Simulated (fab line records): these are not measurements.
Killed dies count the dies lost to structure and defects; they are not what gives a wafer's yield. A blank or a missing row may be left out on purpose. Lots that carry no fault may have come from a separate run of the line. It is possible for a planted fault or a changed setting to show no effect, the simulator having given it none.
Matching of chambers	flow gf180mcu	4 sister chambers for GF_V3_CMP_04 on cmp-01
The step polishes SiO2. 8 wafers are shown with their chamber, then 7 later ones without.

WAFERS PAIRED WITH THEIR CHAMBERS
wafer	chamber	motor current A (A)	time to endpoint s (s)
L560.6	2	13.1	75
L561.6	2	11.6	80
L562.3	1	12.5	76
L562.4	0	11.6	81
L563.3	0	11.2	76
L563.5	3	13.9	85
L566.1	3	13.1	78
L566.3	1	11.8	79

WAFERS WHOSE CHAMBER IS MISSING
wafer	motor current A (A)	time to endpoint s (s)
L566.4	12.6	83
L569.2	14.3	82
L569.3	11.7	78
L569.4	12.5	81
L577.2	13.9	60
L577.6	12.3	82
L578.6	11.6	80

CHAMBER TAKEN BY EACH
wafer	from the rows above	in truth
L566.4	can't be placed: 3 or 2 or 1 or 0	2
L569.2	can't be placed: 3 or 2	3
L569.3	can't be placed: 0 or 1 or 2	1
L569.4	can't be placed: 2 or 1 or 3 or 0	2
L577.2	can't be placed: 2 or 1 or 3 or 0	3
L577.6	can't be placed: 2 or 1 or 0 or 3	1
L578.6	can't be placed: 0 or 1 or 2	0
Placed correctly: 0 of 7. Cannot be placed on the basis of these rows: 7; the candidates contain the true chamber in 7. Placed wrongly: 0.
How it was worked out, from the rows above alone: a wafer's distance from a chamber is the root of the sum, over the readings, of the square of ((its reading less the chamber's mean) divided by the reading's scatter). If the next closest chamber is less than 2 further off than the closest, the wafer can't be placed; otherwise it belongs to the closest. Each chamber's mean is taken over the wafers shown for it. How the scatter is found: for the shown wafers, subtract from each reading the mean of its chamber, square and add these, divide the total by (wafers less chambers), then take the root.
